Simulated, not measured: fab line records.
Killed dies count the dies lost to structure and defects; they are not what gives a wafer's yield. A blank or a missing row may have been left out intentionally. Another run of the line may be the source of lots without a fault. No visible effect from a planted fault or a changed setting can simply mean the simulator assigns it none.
The same fault as seen by 2 desks | flow gf180mcu | only its own numbers are on each desk; what lay behind them is given at the end

== AT THE TOOL OWNER'S DESK: implanter-03 ==
The tool's own readings at GF_HV_LDD_IMPLANT_21, given as means over the sampled wafers that have a number, one for each lot that went through this tool. Any lot whose mean is over 4 standard deviations away from the usual mean is out of limits and marked OUT; that distance is given in the brackets.
Columns: A = beam_energy_keV at GF_HV_LDD_IMPLANT_21, usual 25.002
lot  | first seen here | A
L328 | day 10 19:22    | 24.998
L330 | day 11 10:12    | 25.000
L335 | day 12 22:31    | 24.998
L340 | day 14 16:48    | 22.244 (-99 or more) OUT
L344 | day 15 17:35    | 22.237 (-99 or more) OUT
Finding of this desk: L340, L344 out of limits; the first was L340 at day 14 16:48, on beam_energy_keV at GF_HV_LDD_IMPLANT_21. In limits: L328, L330, L335.

== AT THE METROLOGY DESK ==
What the gauges read for every lot (on any tool): the sampled wafers with a number, averaged. Any lot whose mean is over 4 standard deviations away from the usual mean is out of limits and marked OUT; that distance is given in the brackets.
Columns: A = HV_LDD_2_TW at GF_HV_LDD_TW_MEAS_23, usual 1052
lot  | first seen here | A
L328 | day 10 19:37    | 1050
L330 | day 11 10:27    | 1051
L331 | day 11 15:21    | 1045
L333 | day 12 09:27    | 1049
L334 | day 12 13:46    | 1057
L335 | day 12 22:44    | 1061
L336 | day 13 07:28    | 1049
L340 | day 14 17:03    | 1019 (-6.1) OUT
L344 | day 15 17:50    | 1016 (-6.7) OUT
L346 | day 16 12:01    | 1048
L347 | day 16 20:37    | 1057
L348 | day 16 23:13    | 1053
L350 | day 17 15:44    | 1058
L351 | day 18 02:33    | 1054
This desk's result: L340, L344 out of limits, first on L340 (HV_LDD_2_TW at GF_HV_LDD_TW_MEAS_23), day 14 17:03. In limits: L328, L330, L331, L333, L334, L335, L336, L346, L347, L348, L350, L351.

== ALL TOGETHER ==
The tool owner's desk could have raised an alarm at day 14 16:48, on L340, L344.
L340, L344 would have let the metrology desk raise an alarm at day 14 17:03.
On implanter-03, each named lot ran GF_HV_LDD_IMPLANT_21.

== WHAT WAS PUT IN BY THE SIMULATOR ==
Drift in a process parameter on implanter-03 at GF_HV_LDD_IMPLANT_21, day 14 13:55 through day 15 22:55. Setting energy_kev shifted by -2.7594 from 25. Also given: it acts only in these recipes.
Lots struck among those shown: L340, L344.
Time in hours from fault onset to the first out-of-limits reading at each desk: tool owner's desk 3, metrology desk 3.
